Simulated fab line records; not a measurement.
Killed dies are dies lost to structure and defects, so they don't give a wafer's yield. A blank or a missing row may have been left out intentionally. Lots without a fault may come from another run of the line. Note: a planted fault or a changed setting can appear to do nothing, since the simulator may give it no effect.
The tool behind it: which one? -- flow sky130 -- route of 708 steps, sampled at 1 step: 7 lots, 21 wafers

## WHAT THE GAUGES READ, wafer by wafer
SKY_GATE_OXIDE_TW_MEAS_14.
lot,measured,on,GATE_OXIDE_TW
L665,day 13 23:40,film_metro-03,224.2 225.4 224.7
L667,day 15 01:13,film_metro-04,223.3 223.4 224.5
L669,day 15 14:22,film_metro-03,223.4 223.7 224.9
L674,day 17 06:37,film_metro-02,223.4 225.3 225.0
L682,day 20 11:19,film_metro-03,226.1 226.4 224.3
L685,day 21 06:33,film_metro-02,224.6 224.5 223.4
L687,day 21 21:28,film_metro-04,225.1 225.2 225.6

## TOOL THAT RAN EACH LOT (tool first, then ch and the chambers of the sampled wafers, then the start)
The record shows no process step preceding these readings.

## THE ANSWER, worked out from the rows above alone
Rule: the lots themselves supply what counts as usual. Put in order of their means at a reading, lots are off if they are a third of the lots or fewer, leave a main group of 4 or more, and stand apart from it by a gap of 3 or more times the standard deviation of the main group's means; of several such gaps the widest counts. The tables above print the reading to a certain number of digits; a main group whose means all agree to those digits is not used. Also off: a lot with no number at a reading for which 4 or more lots have one. Where the step has rows for the other lots, those lots are counted as sound.
None of the lots is off at any reading shown; this tells nothing.

## WHAT WAS PUT IN BY THE SIMULATOR
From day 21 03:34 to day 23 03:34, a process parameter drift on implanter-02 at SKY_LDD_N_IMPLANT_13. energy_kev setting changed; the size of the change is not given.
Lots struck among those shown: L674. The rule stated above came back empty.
